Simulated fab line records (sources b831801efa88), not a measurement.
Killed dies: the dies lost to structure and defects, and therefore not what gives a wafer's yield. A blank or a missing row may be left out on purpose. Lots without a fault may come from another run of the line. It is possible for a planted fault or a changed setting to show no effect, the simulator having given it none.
The tool behind it: which one? | flow gf180mcu | route of 602 steps, sampled at 1 step: 12 lots, 36 wafers

== WHAT THE GAUGES SHOWED, per wafer ==
GF_V1_THK_MEAS_03.
lot  | measured     | on            | V1_CVD_02_THK (nm)
L075 | day 17 04:05 | film-metro-04 | 843 826 847
L077 | day 17 21:31 | film-metro-04 | 835 855 862
L079 | day 18 18:40 | film-metro-03 | 847 837 850
L081 | day 19 19:25 | film-metro-02 | 822 843 843
L083 | day 21 04:29 | film-metro-03 | 853 843 852
L085 | day 21 21:54 | film-metro-04 | 847 859 859
L087 | day 22 08:36 | film-metro-02 | 850 857 852
L088 | day 22 21:46 | film-metro-02 | 844 870 859
L092 | day 23 16:04 | film-metro-02 | 847 857 862
L093 | day 24 10:06 | film-metro-03 | 849 849 862
L095 | day 24 14:12 | film-metro-04 | 827 854 857
L097 | day 25 06:59 | film-metro-02 | 840 836 850

== WHAT TOOL EACH LOT RAN ON (gives the tool, then ch and the chambers of the sampled wafers, and finally the start) ==
The record holds no process step before these readings.

== THE ANSWER, worked out from the rows above alone ==
Rule: the lots themselves supply what counts as usual. The widest of any qualifying gaps counts: lots, ordered by their means at a reading, are off when they make up no more than a third of the lots, leave a main group of 4 or more, and stand apart from it by 3 or more times the standard deviation of that group's means. Not used: any main group whose means are identical at the precision the tables above print for the reading. Also off: a lot with no number at a reading for which 4 or more lots have one. Where the step has rows for the other lots, those lots are counted as sound.
No lot is off at any reading shown: from this, nothing can be told.

== WHAT HAD BEEN PUT IN BY THE SIMULATOR ==
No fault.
